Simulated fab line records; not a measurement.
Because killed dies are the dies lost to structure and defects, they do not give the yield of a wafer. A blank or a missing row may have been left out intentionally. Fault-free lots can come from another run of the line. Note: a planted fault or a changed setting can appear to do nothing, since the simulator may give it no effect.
2 desks looking at one fault + flow gf180mcu + only its own numbers are on each desk; what lay behind them is given at the end

== THE METROLOGY DESK ==
Lot by lot, what the gauges showed, no matter which tool ran the lot: averages of those sampled wafers that carry a number. Any lot whose mean is over 4 standard deviations away from the usual mean is out of limits and marked OUT; that distance is given in the brackets.
Columns: A = SAB_CVD_00_THK at GF_SAB_THK_MEAS_01, usual 51.6 nm; B = SAB_OVL at GF_SAB_OVL_MEAS_10, usual 0.1 nm; C = CONTACT_CVD_00_THK at GF_CONTACT_THK_MEAS_01, usual 299.4 nm
| lot  | first seen here | A    | B    | C               |
|------|-----------------|------|------|-----------------|
| L424 | day 14 17:52    | 52.1 | 0.7  | 296.0           |
| L425 | day 15 09:08    | 51.2 | 1.5  | 306.2           |
| L426 | day 15 11:54    | 51.6 | 0.4  | 299.2           |
| L427 | day 15 18:31    | 51.6 | 0.2  | 300.2           |
| L428 | day 16 09:08    | 51.3 | -1.1 | 298.1           |
| L429 | day 16 11:14    | 51.3 | 2.2  | 298.2           |
| L435 | day 19 03:56    | 50.7 | 0.8  | 205.3 (-32) OUT |
| L437 | day 19 17:13    | 51.2 | -0.8 | 249.0 (-17) OUT |
| L441 | day 21 06:50    | 51.2 | 0.5  | 295.2           |
| L443 | day 21 12:41    | 51.6 | -0.7 | 295.7           |
| L444 | day 22 10:40    | 52.1 | -0.8 | 299.7           |
| L445 | day 22 14:38    | 51.2 | -0.7 | 297.8           |
This desk finds L435, L437 out of limits, with the earliest case on L435 at day 20 04:00 (CONTACT_CVD_00_THK at GF_CONTACT_THK_MEAS_01). L424, L425, L426, L427, L428, L429, L441, L443, L444, L445 stayed within limits.

== TOOL OWNER'S DESK, hdpcvd-02 ==
The tool's own readings at GF_CONTACT_CVD_00 (deposits SiO2, target thk 300 nm, time 50 s): means of the sampled wafers that have a number, for each lot that ran on this tool. Any lot whose mean is over 4 standard deviations away from the usual mean is out of limits and marked OUT; that distance is given in the brackets.
Columns: A = sih4_flow_sccm at GF_CONTACT_CVD_00, usual 60.00 sccm
| lot  | first seen here | A                       |
|------|-----------------|-------------------------|
| L425 | day 16 08:00    | 60.03                   |
| L426 | day 16 10:25    | 59.91                   |
| L427 | day 16 17:40    | 59.96                   |
| L435 | day 20 03:57    | 39.92 (-99 or more) OUT |
| L437 | day 20 18:12    | 50.00 (-53) OUT         |
| L444 | day 23 10:43    | 60.15                   |
Finding of this desk: L435, L437 out of limits; the first was L435 at day 20 03:57, on sih4_flow_sccm at GF_CONTACT_CVD_00. L425, L426, L427, L444 stayed within limits.

== ALL TOGETHER ==
At day 20 03:57, on L435, L437, the tool owner's desk was in a position to raise an alarm.
On L435, L437, the metrology desk was in a position to raise an alarm at day 20 04:00.
On hdpcvd-02, each named lot ran GF_CONTACT_CVD_00.

== WHAT THE SIMULATOR HAD INSERTED ==
hdpcvd-02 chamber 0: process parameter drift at GF_CONTACT_CVD_00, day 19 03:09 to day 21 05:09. Setting sih4_flow_sccm, moved by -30, from 60. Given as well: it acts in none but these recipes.
Shown lots that were struck: L435, L437.
Fault start to first reading out of limits, in hours, per desk: tool owner, 25; metrology, 25.
